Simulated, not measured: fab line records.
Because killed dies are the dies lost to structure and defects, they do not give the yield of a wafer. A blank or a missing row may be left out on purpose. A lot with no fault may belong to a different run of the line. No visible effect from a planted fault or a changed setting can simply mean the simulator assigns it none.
Matching of chambers    flow sky130    4 sister chambers for SKY_VIA2_CMP_24 on cmp-01
The step polishes, stops on SiO2, t overpolish 20 s, target thk 0 nm. 8 wafers are shown with their chamber, then 7 later ones without.

WAFERS PAIRED WITH THEIR CHAMBERS
wafer   chamber  motor-current-A (A)  overpolish-run-s (s)
L932.1  3        9.6                  19.992
L932.2  2        12.0                 19.998
L932.5  3        9.9                  19.997
L933.1  1        11.6                 20.011
L933.2  0        10.9                 19.993
L933.3  2        12.1                 20.006
L934.2  0        11.2                 19.993
L934.4  1        10.9                 20.007

WAFERS WITHOUT THEIR CHAMBER
wafer   motor-current-A (A)  overpolish-run-s (s)
L934.6  11.8                 20.004
L940.3  10.7                 20.004
L940.4  12.3                 19.998
L940.5  12.0                 19.999
L942.4  11.0                 19.990
L942.5  9.9                  19.997
L942.6  11.1                 20.011

CHAMBER TAKEN BY EACH
wafer    from the rows above            in truth
L934.6   can't be placed: 2 or 1        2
L940.3   can't be placed: 1 or 0 or 3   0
L940.4   2                              2
L940.5   2                              2
L942.4   0                              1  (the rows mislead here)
L942.5   3                              3
L942.6   1                              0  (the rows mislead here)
Placed correctly: 3 of 7. Cannot be placed on the basis of these rows: 2; the candidates contain the true chamber in 2. 2 placed wrongly.
How it was worked out, from the rows above alone: a wafer's distance from a chamber is the root of the sum, over the readings, of the square of ((its reading less the chamber's mean) divided by the reading's scatter). If the next closest chamber is less than 2 further off than the closest, the wafer can't be placed; otherwise it belongs to the closest. The mean given for a chamber averages the wafers shown for that chamber. How the scatter is found: for the shown wafers, subtract from each reading the mean of its chamber, square and add these, divide the total by (wafers less chambers), then take the root.
